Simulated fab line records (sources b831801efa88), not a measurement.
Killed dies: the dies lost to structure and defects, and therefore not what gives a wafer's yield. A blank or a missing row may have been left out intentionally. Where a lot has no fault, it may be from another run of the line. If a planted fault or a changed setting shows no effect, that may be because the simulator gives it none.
Comparing a struck lot with a sound one || flow sky130 || 36 steps out of a route of 708
Sound: wafers L398.1, L398.2, L398.6. Struck: wafer L414.1. (L414.2 of the same lot was not struck and is left out.) The cause comes at the end.
Each step with rows lists, per side, the tool, then ch with its chambers, then its first start. Under that, the readings that differ: sound wafers || struck wafers || difference of the means || sigmas: that difference in standard deviations of wafers without a fault.
alike: readings whose means differ by less than 2 such deviations, and words and numbers that are the same on both sides. not compared: withheld readings, readings that some wafer has no value for, bounds like >300 that may hide the same value, and numbers for which the record gives no deviation and whose values overlap.
A row with sigmas, a row that says differs or no value, or rows on one side alone: a step with any of these is where the two part. Non-overlapping numbers with no deviation appear without sigmas and do not part them. Lack of a reading on every wafer of one side parts them only where that side has two or more wafers.

first, 9 steps without rows for these wafers: SKY_LOCAL_INTERCONNECT_PEB_09; SKY_LOCAL_INTERCONNECT_DEVELOP_10 (develop time 60 s); SKY_LOCAL_INTERCONNECT_ETCH_13 (etches BARC in N2/H2, stops on SiO2, time 45.9 s, target depth 60 nm); SKY_LOCAL_INTERCONNECT_METAL_ETCH_14 (etches TiN in Cl2/BCl3, stops on PSG, target depth 110 nm, time 31.4 s); SKY_LOCAL_INTERCONNECT_STRIP_15 (strips in O2/N2); SKY_LOCAL_INTERCONNECT_STRIP_16 (strips in post etch residue remover, time 1200 s); SKY_LOCAL_INTERCONNECT_CLEAN_17 (cleans in IPA, time 180 s); SKY_LOCAL_INTERCONNECT_CLEAN_18 (cleans in O3/DIW); SKY_CONTACT_CVD_00 (deposits Si3N4, target thk 75 nm).
SKY_CONTACT_HDPCVD_02: deposits SiO2, target thk 565 nm, time 94.2 s.
  sound on hdpcvd-02 ch 1,2, day 31 00:02; struck on hdpcvd-02 ch 2, day 36 09:46
{"reading": "model.SiO2_of_CONTACT_HDPCVD_02.thk_nm (nm)", "sound": "573 557.7 557.2", "struck": 263.9, "difference": -298.7, "sigmas": ""}
SKY_CONTACT_THK_MEAS_03:
  sound on film_metro-01, day 31 00:07; struck on film_metro-01, day 36 10:04
{"reading": "CONTACT_HDPCVD_THK (nm)", "sound": "573 557 557", "struck": 264, "difference": -298, "sigmas": -33}
  not compared: hold
SKY_CONTACT_CMP_04: polishes SiO2.
  sound on cmp-02 ch 0,2,3, day 31 00:13; struck on cmp-01 ch 1, day 36 15:14
{"reading": "hold", "sound": "- - -", "struck": "await_dispo/5.0h/release", "difference": "no value on the sound wafers", "sigmas": ""}
{"reading": "time_to_endpoint_s (s)", "sound": "92 86 80", "struck": 48, "difference": -38, "sigmas": -7}
  alike: edge_zone_pressure_frac, motor_current_A
SKY_CONTACT_BOW_MEAS_05:
  sound on film_metro-03, day 31 00:28; struck on film_metro-04, day 36 16:01
  not compared: hold, CONTACT_BOW
then, 8 steps without rows for these wafers: SKY_CONTACT_HMDS_07 (prime time 60 s); SKY_CONTACT_COAT_08 (resist thk 60 nm); SKY_CONTACT_COAT_09 (resist thk 450 nm); SKY_CONTACT_SOFTBAKE_10 (time 90 s); SKY_CONTACT_EXPOSE_11 (exposes mask CTM1, target cd 170 nm); SKY_CONTACT_PEB_12; SKY_CONTACT_DEVELOP_13 (develop time 60 s); SKY_CONTACT_ETCH_16 (etches BARC in N2/H2, stops on SiO2, time 45.9 s, target depth 60 nm).
SKY_CONTACT_ETCH_17: etches SiO2 in C4F8/O2/Ar, stops on Si3N4, target depth 340 nm.
  sound on rie_diel-01 ch 0,1,2, day 32 04:38; struck on rie_diel-03 ch 2, day 37 12:12
{"reading": "oes_product_au (a.u.)", "sound": "0.899 0.886 0.892", "struck": 0.778, "difference": -0.114, "sigmas": -22}
{"reading": "model.CONTACT.feature_depth_nm (nm)", "sound": "340.4 342.4 339.9", "struck": 263.9, "difference": -77.0, "sigmas": ""}
{"reading": "model.etch.depth_nm (nm)", "sound": "340.4 342.4 339.9", "struck": 263.9, "difference": -77.0, "sigmas": ""}
  alike: rf_fwd_power_W
then, 12 steps without rows for these wafers: SKY_CONTACT_ETCH_18 (etches Si3N4 in CHF3/O2, stops on TiN, time 39 s, target depth 75 nm); SKY_CONTACT_STRIP_19 (strips in O2/N2); SKY_CONTACT_STRIP_20 (strips in post etch residue remover, time 1200 s); SKY_CONTACT_CLEAN_21 (cleans in IPA, time 180 s); SKY_CONTACT_CLEAN_22 (cleans in O3/DIW); SKY_CONTACT_SPUTTER_23 (material TiN, target thk 20 nm, time 80 s); SKY_CONTACT_CVD_24 (deposits W, target thk 340 nm, time 102.12 s); SKY_CONTACT_CMP_27 (polishes, stops on SiO2, t overpolish 15 s, target thk 0 nm); SKY_METAL1_SPUTTER_00 (material Ti, target thk 15 nm, time 10 s); SKY_METAL1_SPUTTER_01 (material TiN, target thk 20 nm, time 16.7 s); SKY_METAL1_SPUTTER_02 (material AlCu, target thk 250 nm, time 13.3 s); SKY_METAL1_SPUTTER_03 (material Ti, target thk 5 nm, time 3.3 s).
SKY_METAL1_METAL_ETCH_19: etches the open film in Cl2/BCl3, stops on SiO2, target depth 360 nm, time 78 s.
  sound on rie_metal-03 ch 0,1, day 33 10:41; struck on rie_metal-03 ch 1, day 38 15:11
{"reading": "throttle_valve_pct (%)", "sound": "22.269 22.283 22.273", "struck": 22.250, "difference": -0.025, "sigmas": -3}
{"reading": "model.SiO2_of_CONTACT_HDPCVD_02.thk_nm (nm)", "sound": "326.5 328 325.4", "struck": 249.9, "difference": -76.7, "sigmas": ""}
  alike: drypump_motor_current_A, oes_product_au, rf_fwd_power_W
  not compared: rf_hours_counter_h
-- the record jumps here: 12 days lie between the struck wafers' starts before and after (it left off in module METAL1 and takes up again in module PAD_OPEN, whose first step shown is number 708 of the route) --
SKY_PAD_OPEN_PROBE_99:
  sound on prober-01, day 46 10:40; struck on prober-02, day 50 03:43
{"reading": "hold", "sound": "- - -", "struck": "await_dispo/2.5h/release", "difference": "no value on the sound wafers", "sigmas": ""}
{"reading": "model.etest.met1_comb.leak_log10_a_um", "sound": "-11.98 -12.04 -11.95", "struck": -7.125, "difference": "+4.865", "sigmas": ""}

== WHERE THEY PART ==
First at SKY_CONTACT_THK_MEAS_03; last, within this record, at SKY_PAD_OPEN_PROBE_99.

WHY: the cause the simulator had injected
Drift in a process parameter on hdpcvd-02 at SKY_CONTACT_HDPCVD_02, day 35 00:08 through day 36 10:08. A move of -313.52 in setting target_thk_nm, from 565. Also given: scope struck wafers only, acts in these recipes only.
